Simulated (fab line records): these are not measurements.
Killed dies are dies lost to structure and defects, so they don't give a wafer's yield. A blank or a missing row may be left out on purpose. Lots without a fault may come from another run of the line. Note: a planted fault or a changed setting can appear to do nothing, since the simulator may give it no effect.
Which of the tools did it?    flow sky130    42 wafers from 14 lots sampled at 2 of the route's 708 steps

== WHAT THE GAUGES SHOWED, per wafer ==
SKY_VIA1_CD_MEAS_12: the cd target is 150 nm. Usual: cd_nm at 150.2 nm, with a standard deviation of 1.3.
lot   measured      on         cd_nm (nm)         flag
L934  day 34 09:10  cd_sem-02  149.9 149.9 150.6  
L933  day 34 10:52  cd_sem-02  151.8 151.2 152.8  
L937  day 35 07:44  cd_sem-02  151.3 151.7 149.4  
L938  day 35 23:47  cd_sem-02  150.2 151.4 151.2  
L940  day 36 05:23  cd_sem-02  151.3 151.2 150.9  
L939  day 36 08:14  cd_sem-02  150.5 150.2 151.7  
L941  day 36 13:31  cd_sem-02  148.8 148.5 149.5  
L942  day 36 23:28  cd_sem-01  148.1 149.5 148.4  
L943  day 37 05:31  cd_sem-02  149.0 148.7 147.7  
L945  day 37 21:13  cd_sem-02  147.1 149.6 147.5  
L946  day 38 05:43  cd_sem-01  151.5 150.6 150.3  
L949  day 39 01:20  cd_sem-02  150.8 149.7 148.5  
L950  day 39 07:12  cd_sem-02  149.6 149.4 151.3  
L956  day 40 17:58  cd_sem-01  149.7 149.9 148.8  

== WHICH TOOL RAN EACH LOT (tool, then ch and the chambers of the sampled wafers, then the start) ==
lot   SKY_METAL1_STRIP_20
L934  plasma_asher-02 ch 0,1, day 33 06:07
L933  plasma_asher-02 ch 0,1, day 33 08:14
L937  plasma_asher-04 ch 0,1, day 34 03:37
L938  plasma_asher-02 ch 0, day 34 21:00
L940  plasma_asher-03 ch 0,1, day 35 02:25
L939  plasma_asher-02 ch 0,1, day 35 06:47
L941  plasma_asher-02 ch 0,1, day 35 11:23
L942  plasma_asher-04 ch 0,1, day 35 20:31
L943  plasma_asher-02 ch 0,1, day 36 02:58
L945  plasma_asher-03 ch 0,1, day 36 18:05
L946  plasma_asher-02 ch 0,1, day 37 02:58
L949  plasma_asher-02 ch 0,1, day 37 23:25
L950  plasma_asher-02 ch 0,1, day 38 05:23
L956  plasma_asher-04 ch 0,1, day 39 16:00
- SKY_METAL1_STRIP_20: strips in O2/N2.

== WHAT THE TOOLS THEMSELVES READ (means of the sampled wafers that have a number; where no wafer has one, the mark that the record gives instead) ==
SKY_METAL1_STRIP_20. Usual: drypump_motor_current_A 6.0 A, standard deviation 0.3; o2_flow_sccm 3000 sccm, standard deviation 9; oes_product_au 0.343 a.u., standard deviation 0.0049; strip_time_to_endpoint_s 2.71 s, standard deviation 0.057.
lot   tool             drypump_motor_current_A (A)  o2_flow_sccm (sccm)  oes_product_au (a.u.)  strip_time_to_endpoint_s (s)  flag
L934  plasma_asher-02  6.1                          2996                 0.342                  2.70                          
L933  plasma_asher-02  6.1                          2995                 0.351                  2.77                          
L937  plasma_asher-04  6.0                          2999                 0.346                  2.72                          
L938  plasma_asher-02  6.4                          3007                 0.344                  2.69                          
L940  plasma_asher-03  6.0                          3010                 0.343                  2.70                          
L939  plasma_asher-02  5.8                          2984                 0.346                  2.74                          
L941  plasma_asher-02  6.1                          2994                 0.338                  2.66                          
L942  plasma_asher-04  6.0                          2996                 0.339                  2.67                          
L943  plasma_asher-02  6.1                          3003                 0.343                  2.69                          
L945  plasma_asher-03  6.0                          3005                 0.351                  2.75                          
L946  plasma_asher-02  5.8                          3005                 0.340                  2.70                          
L949  plasma_asher-02  6.1                          2998                 0.345                  2.76                          
L950  plasma_asher-02  5.8                          2994                 0.342                  2.72                          
L956  plasma_asher-04  6.0                          3012                 0.343                  2.69                          

== THE ANSWER, worked out from the rows above alone ==
Rule: a lot counts as off when the mean over its wafers that have a number is more than 3 standard deviations away from the usual mean. Also off: a lot with no number at a reading for which 4 or more lots have one. All remaining lots with rows at the step are treated as sound. First the gauges in route order, then the tools' own readings, where a lot's mean is used as printed above. At the first step where some lot is off, the reading lying furthest off is the one used; lots without a number count as furthest.
None of the lots is off at any reading shown; this tells nothing.

== WHAT HAD BEEN PUT IN BY THE SIMULATOR ==
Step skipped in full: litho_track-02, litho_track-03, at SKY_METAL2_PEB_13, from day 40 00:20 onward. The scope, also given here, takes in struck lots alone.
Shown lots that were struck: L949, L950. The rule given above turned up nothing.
